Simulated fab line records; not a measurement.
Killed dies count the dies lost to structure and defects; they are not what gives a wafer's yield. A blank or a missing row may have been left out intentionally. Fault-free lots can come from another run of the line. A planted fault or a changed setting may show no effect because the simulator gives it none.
Which tool did it? ; flow sky130 ; 12 lots with 36 wafers sampled at 7 steps, on a route of 708 steps

== WHAT EACH GAUGE READ, for each wafer ==
SKY_LDD_HVN_OVL_MEAS_07.
lot;measured;on;LDD_HVN_OVL (nm)
L405;day 19 20:56;overlay-01;2.8 1.3 1.2
L406;day 19 22:49;overlay-01;-0.3 1.3 1.6
L409;day 21 00:04;overlay-02;-2.0 -1.7 -0.9
L415;day 23 18:50;overlay-01;-3.2 -1.1 -1.2
L418;day 25 07:32;overlay-01;- - -
L423;day 26 03:10;overlay-01;1.0 -0.3 1.5
L421;day 26 05:08;overlay-01;-0.5 -0.5 0.7
L422;day 26 05:14;overlay-01;0.9 2.6 0.2
L424;day 26 11:55;overlay-02;1.1 1.4 0.6
L426;day 27 07:31;overlay-02;1.7 0.2 1.7
L427;day 27 17:02;overlay-02;-0.4 -1.4 -1.3
L428;day 28 01:22;overlay-01;1.7 -0.5 2.5

SKY_LDD_HVN_TW_MEAS_10.
lot;measured;on;LDD_HVN_TW
L405;day 19 21:13;film metro-01;1437 1442 1442
L406;day 19 23:06;film metro-01;1448 1443 1446
L409;day 21 00:21;film metro-04;1439 1442 1442
L415;day 23 19:07;film metro-01;1445 1450 1443
L418;day 25 07:49;film metro-04;30 30 30
L423;day 26 03:28;film metro-04;1451 1445 1453
L421;day 26 05:25;film metro-02;1430 1424 1433
L422;day 26 05:31;film metro-04;1444 1448 1451
L424;day 26 12:12;film metro-04;1439 1458 1449
L426;day 27 07:49;film metro-02;1438 1436 1430
L427;day 27 17:19;film metro-02;1442 1434 1444
L428;day 28 01:39;film metro-02;1435 1429 1430

SKY_LDD_HVP_TW_MEAS_10.
lot;measured;on;LDD_HVP_TW
L405;day 21 03:45;film metro-03;459.8 460.6 458.3
L406;day 21 05:15;film metro-01;456.3 457.6 456.5
L409;day 22 07:09;film metro-03;463.7 463.5 463.0
L415;day 25 00:40;film metro-03;460.3 461.1 458.5
L418;day 26 13:15;film metro-02;1446.4 1451.1 1444.2
L423;day 27 09:37;film metro-03;457.1 458.0 457.5
L421;day 27 11:31;film metro-01;457.0 456.9 457.2
L422;day 27 12:07;film metro-03;459.6 458.6 458.7
L424;day 27 18:38;film metro-03;461.7 459.2 457.8
L426;day 28 13:13;film metro-02;453.5 453.9 454.4
L427;day 28 22:24;film metro-03;458.8 462.0 460.0
L428;day 29 07:22;film metro-02;453.3 451.8 450.9

SKY_CONTACT_OVL_MEAS_15.
lot;measured;on;CONTACT_OVL (nm)
L405;day 31 12:32;overlay-01;5 4 -2
L406;day 31 12:33;overlay-02;7 0 1
L409;day 32 06:47;overlay-02;1 -4 0
L415;day 34 19:41;overlay-01;-6 -6 -5
L418;day 36 03:29;overlay-01;0 9 3
L423;day 36 20:34;overlay-01;0 -4 -8
L421;day 36 22:37;overlay-01;-4 8 4
L422;day 37 01:29;overlay-01;-6 -3 -7
L424;day 37 06:04;overlay-01;5 -1 -4
L426;day 37 22:11;overlay-02;1 -3 -5
L427;day 38 08:36;overlay-02;10 10 5
L428;day 38 12:26;overlay-01;-1 5 -1

SKY_METAL1_THK_MEAS_06: measures by xrf.
lot;measured;on;METAL1_ALCU_THK (nm)
L405;day 31 14:12;film metro-03;247 248 256
L406;day 31 14:13;film metro-02;246 250 248
L409;day 32 08:48;film metro-03;253 251 249
L415;day 34 21:22;film metro-02;245 244 245
L418;day 36 05:15;film metro-04;252 249 251
L423;day 36 22:19;film metro-02;249 249 250
L421;day 37 00:18;film metro-04;245 243 248
L422;day 37 03:10;film metro-03;247 249 252
L424;day 37 07:44;film metro-04;245 251 249
L426;day 37 23:52;film metro-02;250 250 246
L427;day 38 10:16;film metro-04;251 252 252
L428;day 38 14:08;film metro-03;258 252 255

== EACH LOT AND THE TOOL THAT RAN IT (in order: tool; ch and the chambers of the sampled wafers; start) ==
lot;SKY_LDD_HVN_EXPOSE_04;SKY_CONTACT_CMP_04
L405;iline stepper-02 ch 0, day 19 04:46;cmp-01 ch 0,1, day 30 08:43
L406;iline stepper-02 ch 0, day 19 07:49;cmp-01 ch 1,2,3, day 30 09:07
L409;iline stepper-02 ch 0, day 20 08:25;cmp-01 ch 0,1,3, day 31 02:45
L415;iline stepper-02 ch 0, day 23 02:49;cmp-01 ch 2,3, day 33 16:50
L418;iline stepper-01 ch 0, day 24 16:09;cmp-02 ch 0,1,2, day 35 01:04
L423;iline stepper-01 ch 0, day 25 12:52;cmp-01 ch 0,2, day 35 18:10
L421;iline stepper-01 ch 0, day 25 13:53;cmp-01 ch 0,2,3, day 35 20:04
L422;iline stepper-01 ch 0, day 25 14:00;cmp-01 ch 0,2,3, day 35 22:29
L424;iline stepper-01 ch 0, day 25 19:38;cmp-02 ch 0,2,3, day 36 03:38
L426;iline stepper-02 ch 0, day 26 17:37;cmp-01 ch 0,1,2, day 36 20:05
L427;iline stepper-01 ch 0, day 27 01:13;cmp-01 ch 0,1,2, day 37 05:56
L428;iline stepper-02 ch 0, day 27 10:59;cmp-02 ch 0,1,3, day 37 10:28
- SKY_LDD_HVN_EXPOSE_04: exposes mask HVNTM, target cd 700 nm.
- SKY_CONTACT_CMP_04: polishes SiO2.

== WHAT THE TOOLS THEMSELVES READ (means of the sampled wafers that have a number; where no wafer has one, the mark that the record gives instead) ==
SKY_CONTACT_CMP_04.
lot;tool;motor current A (A);retaining ring pressure frac;time to endpoint s (s)
L405;cmp-01;13.7;0.994;86
L406;cmp-01;13.2;0.995;84
L409;cmp-01;13.1;0.995;83
L415;cmp-01;12.7;0.997;79
L418;cmp-02;11.4;1.002;80
L423;cmp-01;12.5;1.000;80
L421;cmp-01;12.6;1.004;81
L422;cmp-01;12.6;1.000;78
L424;cmp-02;12.6;0.993;85
L426;cmp-01;13.5;1.000;80
L427;cmp-01;13.0;0.999;81
L428;cmp-02;12.3;1.001;87

== THE ANSWER, worked out from the rows above alone ==
Rule: the lots themselves supply what counts as usual. Put in order of their means at a reading, lots are off if they are a third of the lots or fewer, leave a main group of 4 or more, and stand apart from it by a gap of 3 or more times the standard deviation of the main group's means; of several such gaps the widest counts. A main group is skipped when, at the precision printed for the reading in the tables above, its means are all equal. Also off: a lot with no number at a reading for which 4 or more lots have one. Any other lot the step has rows for is counted as sound. The gauges are gone through in route order, then the tools' own readings, and for those a lot's mean is taken as printed above. The first step at which some lot is off is used, and at that step the reading that is off furthest; a lot without a number counts as furthest.
Off: L418, at SKY_LDD_HVN_OVL_MEAS_07 (LDD_HVN_OVL). Without a number there: L418. For the main group the mean is 0.3 nm and the standard deviation 1.2.
If a tool, at a process step before that reading, ran all the lots that are off and no sound lot after the first of them, it fits. Not tried: the gauges at SKY_LDD_HVN_OVL_MEAS_07; whatever is off there is also off at SKY_LDD_HVN_TW_MEAS_10, on other tools, and gauge error can't account for it. No candidate that was tried fits.

== WHAT HAD BEEN PUT IN BY THE SIMULATOR ==
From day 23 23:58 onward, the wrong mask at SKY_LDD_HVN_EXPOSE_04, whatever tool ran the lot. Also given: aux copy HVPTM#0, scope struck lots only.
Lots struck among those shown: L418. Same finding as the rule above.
